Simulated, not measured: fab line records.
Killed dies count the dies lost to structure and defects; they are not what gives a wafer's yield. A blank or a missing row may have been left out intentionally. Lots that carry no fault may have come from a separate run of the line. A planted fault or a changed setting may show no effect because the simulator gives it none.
Comparing a struck lot with a sound one || flow gf180mcu || 15 steps out of a route of 602
Sound: wafers L922.4, L922.5, L922.6. Wafers struck: L935.1, L935.2, L935.4. At the end, the cause is stated.
Per side, at each step with rows, come the tool, then ch with its chambers, and then its first start. Under that, the readings that differ: sound wafers || struck wafers || difference of the means || sigmas: that difference in standard deviations of wafers without a fault.
alike: readings whose means differ by less than 2 such deviations, and words and numbers that are the same on both sides. not compared: withheld readings, readings that some wafer has no value for, bounds like >300 that may hide the same value, and numbers for which the record gives no deviation and whose values overlap.
Wherever a step has rows on one side only, a row that says differs or no value, or a row with sigmas, the two part there. Numbers that have no deviation but don't overlap get no sigmas and don't part them. Lack of a reading on every wafer of one side parts them only where that side has two or more wafers.

GF_NSD_CD_MEAS_07 targets a cd of 400 nm.
  sound on cdSem-02 at day 14 03:05; struck on cdSem-01 at day 18 20:23
  alike: cdNm
GF_NSD_OVL_MEAS_08:
  sound on overlay-01 at day 14 03:10; struck on overlay-02 at day 18 20:31
  alike: NSD_OVL
then, 2 steps without rows for these wafers: GF_NSD_IMPLANT_09; GF_NSD_IMPLANT_10.
GF_NSD_STRIP_11: strips in O2/N2.
  sound on plasmaAsher-03 ch 0,1, day 14 03:31; struck on plasmaAsher-03 ch 0,1, day 18 20:51
  alike: drypumpMotorCurrentA, heaterPowerW, oesProductAu, stripTimeToEndpointS
  not compared: rfHoursCounterH
GF_NSD_TW_MEAS_12:
  sound on filmMetro-01 at day 14 03:37; struck on filmMetro-02 at day 18 20:57
  alike: NSD_TW
then, 6 steps without rows for these wafers: GF_PSD_DEHYDRATE_00 (time 60 s); GF_PSD_HMDS_01 (prime time 60 s); GF_PSD_COAT_02 (resist thk 1000 nm); GF_PSD_SOFTBAKE_03 (time 60 s); GF_PSD_EXPOSE_04 (exposes mask Pplus, target cd 400 nm); GF_PSD_PEB_05.
GF_PSD_DEVELOP_06: develop time 60 s.
  sound on lithoTrack-02 ch 0, day 15 00:42; struck on lithoTrack-02 ch 0, day 19 21:07
{"reading": "developerTempC (C)", "sound": "22.87 22.97 22.92", "struck": "22.33 22.39 22.39", "difference": -0.55, "sigmas": -6}
  alike: chillPlateTempC
GF_PSD_CD_MEAS_07 targets a cd of 400 nm.
  sound on cdSem-01 at day 15 00:50; struck on cdSem-02 at day 19 21:16
{"reading": "cdNm (nm)", "sound": "400.0 400.6 398.7", "struck": "405.0 405.0 404.7", "difference": "+5.1", "sigmas": "+2"}
next, for these wafers, 1 step has no rows: GF_PASSIVATION_PROBE_99.

WHERE THEY PART
Last at GF_PSD_CD_MEAS_07 as far as this record goes, first at GF_PSD_DEVELOP_06.

WHY: what the simulator had put in
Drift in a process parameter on lithoTrack-02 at GF_PSD_DEVELOP_06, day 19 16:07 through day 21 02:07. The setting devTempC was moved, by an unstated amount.
